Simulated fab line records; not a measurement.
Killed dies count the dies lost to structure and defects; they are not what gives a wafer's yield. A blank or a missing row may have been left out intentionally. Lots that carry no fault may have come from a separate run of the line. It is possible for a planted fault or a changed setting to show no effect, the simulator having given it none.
fab line records	flow sky130
record: lots: 7	wafers: 21	last_day: 50
route steps=708 shown METAL4@627 VIA4@639 PAD_OPEN@708
lots that met no fault: from a run of the same line without faults
start_h: start of the lot's first displayed wafer, in hours after the record's first day	wait_h: hours elapsed since this lot's preceding step	" unchanged from the row above	L1.1+2: a row that stands for several wafers	- no value, or no start was given	* or withheld: withheld	< > ~ a bound
route shown NAME@n: NAME is a module with steps in the file, n the number in the route of the first one	usual: mean/standard deviation taken from wafers without a fault	same: alike in all rows	chamber/n: place in a boat	sites: per-site readings	_std_site: the standard deviation of these	_edge_site: the outer-site mean with the inner-site mean subtracted	radius_mm: for every site, how far away it sits from the centre of the wafer	mask NAME#n: copy n	behind: the most recent tool/chamber to have shaped the wafer	hold: the reason the lot was held/the length of the hold in hours/how it ended	device: which transistor (n, p or np) failed to switch	end of line: tests run on the same wafers once the route is complete	a step without rows: its recipe alone	killed: dies lost to structure and defects at the first sort, not the wafer's yield	map: per-die view of a wafer (x killed, . not killed, _ where there is no die)
set.NAME: setting as actually run; set.NAME@STEP: the setting as run at that earlier step	model.NAME: the simulator's own value behind a step, which no gauge read
lots at some steps of the route; a table a step, a row a wafer
services: when a tool's chamber went out of use (start_h, in hours from the record's first day, below 0 if earlier), for how many hours, and the reason
== steps ==
step: SKY_METAL4_PEB_11
recipe: peb_temp_c: withheld	peb_time_s: withheld	resist: KrF-thick
step: SKY_METAL4_DEVELOP_12
recipe: develop_time_s: 60	resist: KrF-thick	dev_temp_c: 21
step: SKY_METAL4_CD_MEAS_13
recipe: target_cd_nm: 300
usual: cd_nm: 299.9/1.6
lot.wafer	tool	chamber	start_h	wait_h	cd_nm
L529.2	cd_sem-01	-	968.78	-	299.9
L529.3	"	-	"	"	300.8
L529.6	"	-	"	"	299.2
L541.1	cd_sem-02	-	1052.66	-	301.9
L541.4	"	-	"	"	300.1
L541.6	"	-	"	"	300.9
L543.1	cd_sem-02	-	1071.06	-	298.4
L543.2	"	-	"	"	299.8
L543.3	"	-	"	"	299.7
L544.2	cd_sem-02	-	1072.66	-	301.0
L544.4	"	-	"	"	301.1
L544.5	"	-	"	"	300.6
L545.3	cd_sem-01	-	1081.97	-	299.1
L545.4	"	-	"	"	302.2
L545.6	"	-	"	"	302.3
L546.2	cd_sem-01	-	1084.55	-	300.6
L546.4	"	-	"	"	301.9
L546.5	"	-	"	"	299.9
L548.1	cd_sem-01	-	1129.54	-	295.8
L548.3	"	-	"	"	296.3
L548.5	"	-	"	"	295.2
step: SKY_METAL4_OVL_MEAS_14
usual: METAL4_OVL: 1/5.4
lot.wafer	tool	chamber	start_h	wait_h	METAL4_OVL[nm]
L529.2	overlay-01	-	968.89	0.1	-3
L529.3	"	-	"	"	2
L529.6	"	-	"	"	0
L541.1	overlay-02	-	1052.78	0.1	10
L541.4	"	-	"	"	11
L541.6	"	-	"	"	4
L543.1	overlay-02	-	1071.18	0.1	-1
L543.2	"	-	"	"	-4
L543.3	"	-	"	"	5
L544.2	overlay-01	-	1072.77	0.1	1
L544.4	"	-	"	"	4
L544.5	"	-	"	"	9
L545.3	overlay-01	-	1082.06	0.1	-3
L545.4	"	-	"	"	5
L545.6	"	-	"	"	-2
L546.2	overlay-01	-	1084.66	0.1	-3
L546.4	"	-	"	"	-6
L546.5	"	-	"	"	-6
L548.1	overlay-02	-	1129.66	0.1	-6
L548.3	"	-	"	"	-8
L548.5	"	-	"	"	2
step: SKY_METAL4_DESCUM_15
recipe: chemistry: O2	source_power_w: 150	bias_power_w: 0	pressure_mtorr: 10	temp_c: 40	time_s: 8
step: SKY_METAL4_ETCH_16
recipe: chemistry: N2/H2	target: BARC	ion_energy_ev: 200	bias_w: 100	pressure_mtorr: 30	n2_flow_sccm: 100	h2_flow_sccm: 200	icp_w: 500	stop_on: SiO2	time_s: 88.2	target_depth_a: 600
usual: bias_w: 100.06/0.3	drypump_motor_current_A: 5.6/0.48	n2_flow_sccm: 100.00/0.25	oes_product_au: 0.625/0.0047	throttle_valve_pct: 13.204/0.0096
lot.wafer	tool	chamber	start_h	wait_h	bias_w	drypump_motor_current_A	n2_flow_sccm	oes_product_au	rf_hours_counter_h	throttle_valve_pct
L529.2	rie_metal-01	0	968.95	0.0	100.65	6.1	99.88	0.630	16	13.195
L529.3	"	1	"	"	100.60	5.5	99.65	0.628	-	13.211
L529.6	"	1	"	"	100.31	5.5	99.89	0.629	-	13.210
L541.1	rie_metal-03	0	1052.85	0.0	99.50	5.1	99.92	0.625	13	13.201
L541.4	"	1	"	"	100.18	6.1	100.09	0.622	-	13.204
L541.6	"	1	"	"	99.70	6.2	100.05	0.621	-	13.187
L543.1	rie_metal-04	1	1071.25	0.0	100.04	5.2	99.68	0.627	2	13.227
L543.2	"	0	"	"	100.22	5.0	100.02	0.621	23	13.215
L543.3	"	0	"	"	100.07	5.0	100.10	0.621	-	13.206
L544.2	rie_metal-01	0	1072.83	0.0	100.29	6.1	100.06	0.631	23	13.178
L544.4	"	1	"	"	99.98	5.5	100.22	0.633	-	13.208
L544.5	"	0	"	"	100.33	6.1	100.00	0.617	-	13.221
L545.3	rie_metal-03	1	1082.15	0.0	100.11	6.2	100.77	0.626	-	13.219
L545.4	"	0	"	"	100.31	5.1	100.10	0.622	-	13.180
L545.6	"	0	"	"	100.43	5.1	99.66	0.630	-	13.219
L546.2	rie_metal-01	0	1084.72	0.0	100.06	6.1	99.51	0.629	24	13.196
L546.4	"	1	"	"	100.56	5.5	99.98	0.628	-	13.193
L546.5	"	0	"	"	99.78	6.1	99.47	0.624	-	13.192
L548.1	rie_metal-03	1	1129.73	0.0	100.06	6.2	100.14	0.624	27	13.201
L548.3	"	1	"	"	100.40	6.2	99.69	0.624	-	13.197
L548.5	"	0	"	"	99.86	5.2	100.73	0.624	-	13.218
step: SKY_METAL4_ETCH_17
recipe: target: SiO2	stop_on: TiN	chemistry: C4F8/O2/Ar	source_w: 1500	bias_w: 1200	pressure_mtorr: 40	c4f8_flow_sccm: withheld	O2_flow_sccm: 6	Ar_flow_sccm: 300	time_s: 3.9	target_depth_a: 150
usual: bias_w: 1200/3.9	oes_product_au: 0.754/0.007
lot.wafer	tool	chamber	start_h	wait_h	bias_w	oes_product_au	rf_hours_counter_h
L529.2	rie_diel-02	2	969.05	0.1	1197	0.746	20
L529.3	"	3	"	"	1198	0.756	5
L529.6	"	3	"	"	1203	0.760	-
L541.1	rie_diel-02	1	1052.95	0.1	1198	0.761	11
L541.4	"	0	"	"	1195	0.764	3
L541.6	"	3	"	"	1204	0.759	-
L543.1	rie_diel-01	3	1071.35	0.1	1208	0.758	12
L543.2	"	2	"	"	1194	0.754	8
L543.3	"	1	"	"	1202	0.744	9
L544.2	rie_diel-01	1	1072.93	0.1	1200	0.747	9
L544.4	"	2	"	"	1202	0.760	8
L544.5	"	0	"	"	1206	0.751	-
L545.3	rie_diel-04	1	1082.22	0.0	1194	0.744	17
L545.4	"	2	"	"	1201	0.753	10
L545.6	"	0	"	"	1201	0.741	-
L546.2	rie_diel-04	1	1084.82	0.1	1198	0.753	17
L546.4	"	2	"	"	1203	0.757	10
L546.5	"	3	"	"	1198	0.756	-
L548.1	rie_diel-04	0	1129.83	0.1	1202	0.754	11
L548.3	"	1	"	"	1202	0.754	19
L548.5	"	2	"	"	1195	0.747	-
step: SKY_METAL4_METAL_ETCH_18
recipe: target_depth_a: 8450	stop_on: SiO2	over_etch_frac: 0.3	time_s: 183.1	chemistry: Cl2/BCl3	resist_sidewall_deg: 88	pressure_mtorr: 10	icp_w: 900	bias_w: 48.5	Cl2_flow_sccm: 60	bcl3_flow_sccm: 30
usual: bias_w: 48.52/0.15	drypump_motor_current_A: 5.5/0.47	mfc_cl2_sccm: 60.00/0.17	oes_product_au: 0.865/0.0071	throttle_valve_pct: 22.264/0.0084
lot.wafer	tool	chamber	start_h	wait_h	bias_w	drypump_motor_current_A	mfc_cl2_sccm	oes_product_au	rf_hours_counter_h	throttle_valve_pct
L529.2	rie_metal-03	1	969.07	0.0	48.39	6.2	60.14	0.863	16	22.251
L529.3	"	0	"	"	48.92	5.1	60.03	0.854	-	22.268
L529.6	"	1	"	"	48.41	6.2	60.08	0.859	-	22.279
L541.1	rie_metal-04	1	1052.97	0.0	48.75	5.2	60.09	0.881	0	22.262
L541.4	"	0	"	"	48.41	4.9	60.15	0.861	-	22.263
L541.6	"	0	"	"	48.64	5.0	59.83	0.863	-	22.267
L543.1	rie_metal-01	0	1071.37	0.0	48.56	6.1	60.08	0.871	23	22.254
L543.2	"	1	"	"	48.48	5.5	60.10	0.875	24	22.256
L543.3	"	1	"	"	48.35	5.5	60.11	0.864	-	22.267
L544.2	rie_metal-04	0	1072.94	0.0	48.45	5.0	60.04	0.866	24	22.265
L544.4	"	1	"	"	48.42	5.1	60.07	0.866	-	22.272
L544.5	"	0	"	"	48.28	5.0	59.60	0.861	-	22.262
L545.3	rie_metal-04	1	1082.29	0.1	48.55	5.2	60.30	0.864	-	22.251
L545.4	"	0	"	"	48.55	5.0	60.00	0.852	-	22.263
L545.6	"	1	"	"	48.58	5.2	60.01	0.858	-	22.271
L546.2	rie_metal-03	1	1084.83	0.0	48.53	6.2	60.18	0.874	23	22.276
L546.4	"	1	"	"	48.35	6.2	60.29	0.872	-	22.259
L546.5	"	1	"	"	48.31	6.2	60.03	0.864	-	22.273
L548.1	rie_metal-01	1	1129.85	0.0	48.75	5.5	60.12	0.867	28	22.256
L548.3	"	1	"	"	48.51	5.5	60.11	0.872	-	22.269
L548.5	"	0	"	"	48.52	6.1	59.91	0.863	-	22.275
step: SKY_METAL4_STRIP_19
recipe: chemistry: O2/N2	power_w: 1400	pressure_mtorr: 1500	platen_temp_c: withheld	o2_flow_sccm: 3000	n2_flow_sccm: 300	overash_fraction: 0.5
usual: drypump_motor_current_A: 5.9/0.35	n2_flow_sccm: 299.9/0.8	oes_product_au: 0.503/0.006	strip_time_to_endpoint_s: 6.56/0.098
lot.wafer	tool	chamber	start_h	wait_h	drypump_motor_current_A	n2_flow_sccm	oes_product_au	rf_hours_counter_h	strip_time_to_endpoint_s
L529.2	plasma_asher-04	0	969.25	0.1	6.0	301.0	0.489	17	6.44
L529.3	"	0	"	"	6.0	298.6	0.502	-	6.62
L529.6	"	0	"	"	6.0	301.1	0.497	-	6.47
L541.1	plasma_asher-04	0	1053.15	0.1	6.0	301.6	0.510	26	6.60
L541.4	"	0	"	"	6.0	299.9	0.496	-	6.50
L541.6	"	0	"	"	6.0	300.0	0.506	-	6.54
L543.1	plasma_asher-02	1	1071.55	0.1	5.7	300.4	0.497	1	6.40
L543.2	"	0	"	"	6.3	299.3	0.509	1	6.62
L543.3	"	0	"	"	6.4	301.4	0.506	-	6.63
L544.2	plasma_asher-04	1	1073.12	0.1	5.8	299.5	0.494	29	6.44
L544.4	"	0	"	"	6.0	300.4	0.499	-	6.61
L544.5	"	1	"	"	5.8	300.1	0.498	-	6.48
L545.3	plasma_asher-02	1	1082.45	0.1	5.7	300.5	0.511	-	6.63
L545.4	"	0	"	"	6.4	299.5	0.500	-	6.62
L545.6	"	0	"	"	6.3	300.3	0.514	-	6.68
L546.2	plasma_asher-02	1	1085.01	0.1	5.7	301.0	0.504	3	6.41
L546.4	"	0	"	"	6.4	300.0	0.504	-	6.48
L546.5	"	0	"	"	6.3	299.4	0.499	-	6.47
L548.1	plasma_asher-02	0	1130.02	0.1	6.3	301.2	0.505	8	6.63
L548.3	"	1	"	"	5.7	300.5	0.506	-	6.62
L548.5	"	1	"	"	5.7	300.0	0.502	-	6.44
step: SKY_METAL4_STRIP_20
recipe: chemistry: post_etch_residue_remover	time_s: 1200	temp_c: 72.5
step: SKY_METAL4_CLEAN_21
recipe: chemistry: IPA	time_s: 180	temp_c: 25
step: SKY_METAL4_CLEAN_22
recipe: chemistry: O3/DIW	dry: n2_spin
step: SKY_VIA4_HDPCVD_00
recipe: material: SiO2	target_thk_nm: 1750	sigma_open_frac: 0.3	time_s: 291.7	temp_c: 400	sih4_flow_sccm: 60	pressure_mtorr: 6
usual: run_length_s: 319.6/0.49
lot.wafer	tool	chamber	start_h	wait_h	run_length_s	model.SiO2_of_VIA4_HDPCVD_00.thk_nm
L529.2	hdpcvd-02	1	969.84	0.0	319.5	1763
L529.3	"	0	"	"	319.3	1743
L529.6	"	1	"	"	320.2	1758
L541.1	hdpcvd-01	2	1053.74	0.0	320.7	1749
L541.4	"	1	"	"	319.1	1767
L541.6	"	0	"	"	319.1	1738
L543.1	hdpcvd-02	2	1072.14	0.0	319.6	1755
L543.2	"	1	"	"	319.9	1791
L543.3	"	0	"	"	387.3	2175
L544.2	hdpcvd-01	0	1073.72	0.0	319.0	1775
L544.4	"	2	"	"	320.2	1746
L544.5	"	0	"	"	319.0	1771
L545.3	hdpcvd-02	0	1083.11	0.0	387.3	2164
L545.4	"	1	"	"	319.6	1767
L545.6	"	2	"	"	319.5	1737
L546.2	hdpcvd-02	0	1085.60	0.0	387.3	2162
L546.4	"	1	"	"	319.5	1751
L546.5	"	2	"	"	319.4	1728
L548.1	hdpcvd-01	2	1130.62	0.0	320.4	1763
L548.3	"	0	"	"	319.2	1758
L548.5	"	1	"	"	319.0	1740
step: SKY_VIA4_THK_MEAS_01
recipe: reads: SiO2_of_VIA4_HDPCVD_00
usual: VIA4_HDPCVD_THK: 1754/18
lot.wafer	tool	chamber	start_h	wait_h	VIA4_HDPCVD_THK[nm]
L529.2	film_metro-04	-	970.03	0.1	1763
L529.3	"	-	"	"	1743
L529.6	"	-	"	"	1758
L541.1	film_metro-02	-	1053.92	0.1	1748
L541.4	"	-	"	"	1767
L541.6	"	-	"	"	1739
L543.1	film_metro-03	-	1072.32	0.1	1757
L543.2	"	-	"	"	1790
L543.3	"	-	"	"	2176
L544.2	film_metro-03	-	1073.91	0.1	1775
L544.4	"	-	"	"	1746
L544.5	"	-	"	"	1773
L545.3	film_metro-03	-	1083.31	0.1	2165
L545.4	"	-	"	"	1767
L545.6	"	-	"	"	1738
L546.2	film_metro-03	-	1085.79	0.1	2161
L546.4	"	-	"	"	1751
L546.5	"	-	"	"	1728
L548.1	film_metro-03	-	1130.80	0.1	1761
L548.3	"	-	"	"	1759
L548.5	"	-	"	"	1741
step: SKY_VIA4_CMP_02
recipe: material: SiO2	down_force_psi: 4	platen_rpm: 60	pad_velocity_m_s: 0.94248
usual: motor_current_A: 12.5/1.3	platen_rpm: 60.00/0.04	slurry_flow_ml_min: 150.0/0.44
lot.wafer	tool	chamber	start_h	wait_h	motor_current_A	platen_rpm	slurry_flow_ml_min
L529.2	cmp-01	0	970.13	0.1	13.9	60.03	150.2
L529.3	"	2	"	"	12.0	60.00	149.7
L529.6	"	0	"	"	14.0	60.05	150.3
L541.4	cmp-02	2	1053.98	0.0	14.8	60.01	150.1
L541.1	"	1	"	"	10.3	60.04	150.0
L541.6	"	2	"	"	14.9	60.00	149.9
L543.1	cmp-02	1	1072.38	0.1	11.0	60.03	149.7
L543.3	"	3	"	"	12.9	59.97	149.9
L543.2	"	0	"	"	11.3	59.93	149.7
L544.2	cmp-01	3	1073.96	0.0	12.2	60.02	149.9
L544.4	"	1	"	"	12.9	59.97	150.4
L544.5	"	0	"	"	13.8	60.00	149.9
L545.3	cmp-02	3	1083.54	0.2	13.6	59.93	149.8
L545.4	"	1	"	"	11.5	60.03	150.3
L545.6	"	3	"	"	12.5	59.95	150.4
L546.2	cmp-01	3	1085.89	0.1	11.7	60.00	150.0
L546.4	"	0	"	"	14.0	59.97	149.4
L546.5	"	2	"	"	12.1	59.95	149.7
L548.3	cmp-02	0	1130.86	0.0	11.7	60.03	149.9
L548.1	"	2	"	"	14.4	59.94	149.7
L548.5	"	1	"	"	10.9	60.03	150.2
step: SKY_PAD_OPEN_PROBE_99
usual: defect_limited_yield: 82.6/1.9	killed_at_M0_to_M3: 43/7.3	killed_at_M4_up: 3.0/2	killed_at_contacts: 24/5.2	killed_at_front_end: 15/4.4	killed_at_other: 0.2/0.48	killed_dies: 86/9.1	killed_open: 47/7.3	killed_short: 38/6.4	sort_bin_3_pad_short: 0.8/0.38	sort_bin_5_function: 10.5/1.4	sort_bin_6_memory: 6.1/1.1	sort_n_pass: 406/9.1	sort_yield_pct: 82.6/1.9
same: gross_dies: 492	killed_at_back_side: 0	sort_bin_4_leakage[%]: 0	sort_bin_8_speed[%]: 0
lot.wafer	tool	chamber	start_h	wait_h	defect_limited_yield[%]	killed_at_M0_to_M3	killed_at_M4_up	killed_at_contacts	killed_at_front_end	killed_at_other	killed_dies	killed_open	killed_short	sort_bin_3_pad_short[%]	sort_bin_5_function[%]	sort_bin_6_memory[%]	sort_n_pass	sort_yield_pct[%]
L529.2	prober-02	-	1066.16	0.1	84.3	41	1	22	13	0	77	39	38	1.6	9.6	4.5	415	84.3
L529.3	prober-02	-	1066.21	0.2	81.7	51	1	22	16	0	90	46	42	0.4	11.2	6.7	402	81.7
L529.6	prober-02	-	1066.36	0.2	82.3	40	2	30	15	0	87	57	30	1.0	10.2	6.5	405	82.3
killed by level:class
L529.2 VIA1:geometric_particle:open=13 LI_CONTACT:geometric_particle:open=8 METAL1:geometric_particle:short=8 FIELD_ISO:geometric_particle:short=6 VIA1:geometric_particle:short=6 CONTACT:geometric_particle:short=5 CONTACT:geometric_particle:open=5 POLY_GATE:geometric_particle:short=4
L529.3 VIA2:geometric_particle:open=11 VIA3:geometric_particle:open=9 CONTACT:geometric_particle:open=8 LI_CONTACT:geometric_particle:short=6 VIA1:geometric_particle:open=6 METAL1:geometric_particle:short=5 METAL2:geometric_particle:short=5 VIA3:geometric_particle:short=5
L529.6 VIA1:geometric_particle:open=13 LI_CONTACT:geometric_particle:open=9 VIA2:geometric_particle:open=9 CONTACT:geometric_particle:open=8 VIA3:geometric_particle:open=6 LOCAL_INTERCONNECT:geometric_particle:short=5 POLY_GATE:geometric_particle:open=4 CONTACT:geometric_particle:short=4
== services ==
tool	chamber	start_h	hours	kind
hdpcvd-01	-	950.25	15.0	pm
plasma_asher-04	-	958.26	5.8	repair
cmp-01	-	962.84	2.2	repair
cmp-02	-	976.44	0.5	repair
hdpcvd-01	-	998.67	0.2	repair
rie_diel-01	0	1001.44	8.8	repair
cmp-02	-	1007.81	5.9	pm
plasma_asher-02	-	1009.84	1.0	repair
cmp-01	-	1027.87	0.6	repair
rie_metal-04	1	1029.43	-	clean
rie_metal-04	1	1029.43	17.9	scheduled_down
cmp-02	-	1037.68	2.7	repair
rie_diel-02	-	1039.63	2.8	pm
rie_diel-02	3	1053.30	5.7	repair
plasma_asher-02	-	1055.25	9.0	pm
cmp-02	-	1059.04	1.5	repair
cmp-02	-	1067.79	4.0	pm
cmp-02	-	1068.87	0.7	repair
rie_diel-02	-	1070.94	2.9	repair
rie_metal-01	-	1085.39	1.4	pm
hdpcvd-02	-	1087.52	14.6	pm
rie_diel-04	0	1101.59	8.6	repair
rie_diel-01	-	1102.41	0.7	repair
rie_diel-02	3	1121.76	7.7	repair
== key ==
first_sign: step: SKY_VIA4_HDPCVD_00	reading: run_length_s	direction: up	sigmas: 99+	usual: *	struck: *
effect: step: SKY_VIA4_THK_MEAS_01	reading: VIA4_HDPCVD_THK	direction: up	sigmas: 23	usual: 1754	struck: 2167
model_effect: step: SKY_VIA4_HDPCVD_00	value: SiO2_of_VIA4_HDPCVD_00.thk_nm	without: 1759	struck: 2167
met_at SKY_VIA4_HDPCVD_00
struck_wafers L543.3,L545.3,L546.2
onset_between 969.84 1072.14
fault: kind: process_parameter_drift	tool: hdpcvd-02	chamber: 0	onset_h: 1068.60	steps: SKY_VIA4_HDPCVD_00	channel: time_s	offset: *	shape: step	end_h: 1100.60	acts_in: *	stated: *
